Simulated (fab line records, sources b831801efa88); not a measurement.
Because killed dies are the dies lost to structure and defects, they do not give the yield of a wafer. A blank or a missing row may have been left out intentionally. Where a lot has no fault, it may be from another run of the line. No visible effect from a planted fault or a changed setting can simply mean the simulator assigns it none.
A struck lot beside a sound one | flow sky130 | 31 out of 708 route steps
Sound: these wafers, L173.1, L173.3, L173.6. Wafers struck: L182.3, L182.4, L182.5. The cause is named last.
For every step that has rows: the tool of each side, followed by ch and its chambers, followed by its first start. Under that, the readings that differ: sound wafers | struck wafers | difference of the means | sigmas: that difference in standard deviations of wafers without a fault.
alike: words and numbers the same on both sides, and readings whose means are apart by under 2 such deviations; not compared: readings that were withheld, readings missing a value for some wafer, numbers with overlapping values and no deviation given by the record, and bounds like >300 which may hide the same value.
Wherever a step has rows on one side only, a row that says differs or no value, or a row with sigmas, the two part there. Numbers that have no deviation but don't overlap get no sigmas and don't part them. A reading missing from all wafers of one side parts the sides only when that side holds two or more wafers.

SKY_LI_CONTACT_OVL_MEAS_13:
  sound on overlay-02 at day 29 03:16; struck on overlay-02 at day 33 11:11
  alike: LI_CONTACT_OVL
SKY_LI_CONTACT_ETCH_14: etches BARC in N2/H2, stops on SiO2, time 45.9 s, target depth 60 nm.
  sound on rie diel-04 ch 1,2,3, day 29 03:19; struck on rie diel-01 ch 1,2, day 33 11:13
  alike: drypump motor current A, oes product au, throttle valve pct
  not compared: rf hours counter h
then, 4 steps without rows for these wafers: SKY_LI_CONTACT_ETCH_15 (etches PSG in C4F8/O2/Ar, stops on Si, target depth 600 nm); SKY_LI_CONTACT_STRIP_16 (strips in O2/N2); SKY_LI_CONTACT_CLEAN_17 (cleans in NMP, time 600 s); SKY_LI_CONTACT_PRE_CLEAN_18 (time 5.6 s).
SKY_LI_CONTACT_SPUTTER_19: material Ti, target thk 20 nm, time 106.37 s.
  sound on pvd sputter-01 at day 29 03:45; struck on pvd sputter-01 at day 33 11:38
  alike: throttle valve pct
SKY_LI_CONTACT_SPUTTER_20: material TiN, target thk 20 nm, time 80 s.
  sound on pvd sputter-01 at day 29 03:49; struck on pvd sputter-01 at day 33 11:43
  alike: throttle valve pct
then, 1 step without rows for these wafers: SKY_LI_CONTACT_CVD_21 (deposits W, target thk 400 nm, time 120.56 s).
SKY_LI_CONTACT_RS_MEAS_22: uses a four-point probe to measure.
  sound on film metro-04 at day 29 04:01; struck on film metro-02 at day 33 11:56
  alike: LI_CONTACT_W_RS
SKY_LI_CONTACT_THK_MEAS_23: measures by xrf.
  sound on film metro-04 at day 29 04:08; struck on film metro-02 at day 33 12:02
  alike: LI_CONTACT_W_THK
SKY_LI_CONTACT_CMP_24: polishes, stops on PSG, t overpolish 20 s, target thk 0 nm.
  sound on cmp-02 ch 0,1, day 29 04:11; struck on cmp-01 ch 2,3, day 33 12:05
  alike: motor current A, overpolish run s, retaining ring pressure frac, time to endpoint s
SKY_LOCAL_INTERCONNECT_SPUTTER_00: material TiN, target thk 100 nm, time 83.3 s.
  sound on pvd sputter-03 at day 29 04:29; struck on pvd sputter-03 at day 33 12:23
  reading                                                | sound          | struck            | difference | sigmas
  model.TiN_of_LOCAL_INTERCONNECT_SPUTTER_00.thk nm (nm) | 100.7 101 98.5 | 160.5 158.5 160.4 | +59.7      |
  alike: throttle valve pct
SKY_LOCAL_INTERCONNECT_RS_MEAS_01: uses a four-point probe to measure.
  sound on film metro-03 at day 29 04:33; struck on film metro-01 at day 33 12:29
  reading                            | sound             | struck         | difference | sigmas
  LOCAL_INTERCONNECT_TIN_RS (ohm/sq) | 14.07 14.01 14.38 | 8.68 8.77 8.67 | -5.45      | -26
SKY_LOCAL_INTERCONNECT_THK_MEAS_02: measures by xrf.
  sound on film metro-03 at day 29 04:40; struck on film metro-01 at day 33 12:35
  reading                         | sound            | struck            | difference | sigmas
  LOCAL_INTERCONNECT_TIN_THK (nm) | 100.9 100.8 98.5 | 161.6 159.6 161.7 | +60.9      | +38
then, 8 steps without rows for these wafers: SKY_LOCAL_INTERCONNECT_DEHYDRATE_03 (time 60 s); SKY_LOCAL_INTERCONNECT_HMDS_04 (prime time 60 s); SKY_LOCAL_INTERCONNECT_COAT_05 (resist thk 60 nm); SKY_LOCAL_INTERCONNECT_COAT_06 (resist thk 450 nm); SKY_LOCAL_INTERCONNECT_SOFTBAKE_07 (time 90 s); SKY_LOCAL_INTERCONNECT_EXPOSE_08 (exposes mask LI1M, target cd 170 nm); SKY_LOCAL_INTERCONNECT_PEB_09; SKY_LOCAL_INTERCONNECT_DEVELOP_10 (develop time 60 s).
SKY_LOCAL_INTERCONNECT_CD_MEAS_11 targets a cd of 170 nm.
  sound on cd sem-02 at day 30 08:27; struck on cd sem-01 at day 34 14:46
  alike: cd nm
SKY_LOCAL_INTERCONNECT_OVL_MEAS_12:
  sound on overlay-01 at day 30 08:34; struck on overlay-02 at day 34 14:51
  alike: LOCAL_INTERCONNECT_OVL
SKY_LOCAL_INTERCONNECT_ETCH_13: etches BARC in N2/H2, stops on SiO2, time 45.9 s, target depth 60 nm.
  sound on rie metal-02 ch 0,1, day 30 08:37; struck on rie metal-02 ch 0, day 34 14:55
  alike: drypump motor current A, oes product au, throttle valve pct
  not compared: rf hours counter h
SKY_LOCAL_INTERCONNECT_METAL_ETCH_14: etches TiN in Cl2/BCl3, stops on PSG, target depth 110 nm, time 31.4 s.
  sound on rie metal-02 ch 0,1, day 30 08:40; struck on rie metal-02 ch 0, day 34 15:02
  reading                | sound                | struck               | difference | sigmas
  oes product au (a.u.)  | 0.944 0.942 0.944    | 1.017 1.021 1.021    | +0.076     | +8
  throttle valve pct (%) | 21.914 21.889 21.910 | 21.851 21.860 21.853 | -0.050     | -5
  alike: drypump motor current A
  not compared: rf hours counter h
then, 1 step without rows for these wafers: SKY_LOCAL_INTERCONNECT_STRIP_15 (strips in O2/N2).
SKY_LOCAL_INTERCONNECT_STRIP_16: strips in post etch residue remover, time 1200 s.
  sound on wet bench-03 ch 3, day 30 08:49; struck on wet bench-02 ch 3, day 34 15:12
  reading                                                | sound             | struck      | difference | sigmas
  model.TiN_of_LOCAL_INTERCONNECT_SPUTTER_00.thk nm (nm) | 100.2 100.6 98.08 | 160 158 160 | +60        |
then, 1 step without rows for these wafers: SKY_LOCAL_INTERCONNECT_CLEAN_17 (cleans in IPA, time 180 s).
-- a jump in the record: the struck wafers' starts before and after are 14 days apart (it breaks off in module LOCAL_INTERCONNECT and resumes in module PAD_OPEN, where the first step shown is number 708 of the route) --
SKY_PAD_OPEN_PROBE_99:
  sound on prober-02 at day 45 17:51; struck on prober-01 at day 48 22:43
  reading            | sound    | struck      | difference | sigmas
  killed at contacts | 23 29 28 | 437 426 417 | +400       | +80
  killed dies        | 93 91 95 | 492 492 492 | +399       | +43
  killed on rim      | 13 16 21 | 96 96 96    | +79        | +18
  alike: killed_at_M0_to_M3, killed_at_M4_up, killed at front end, killed at other, killed open, killed short

WHERE THEY PART
Last at SKY_PAD_OPEN_PROBE_99 as far as this record goes, first at SKY_LOCAL_INTERCONNECT_RS_MEAS_01.

WHY: whatever the simulator had introduced
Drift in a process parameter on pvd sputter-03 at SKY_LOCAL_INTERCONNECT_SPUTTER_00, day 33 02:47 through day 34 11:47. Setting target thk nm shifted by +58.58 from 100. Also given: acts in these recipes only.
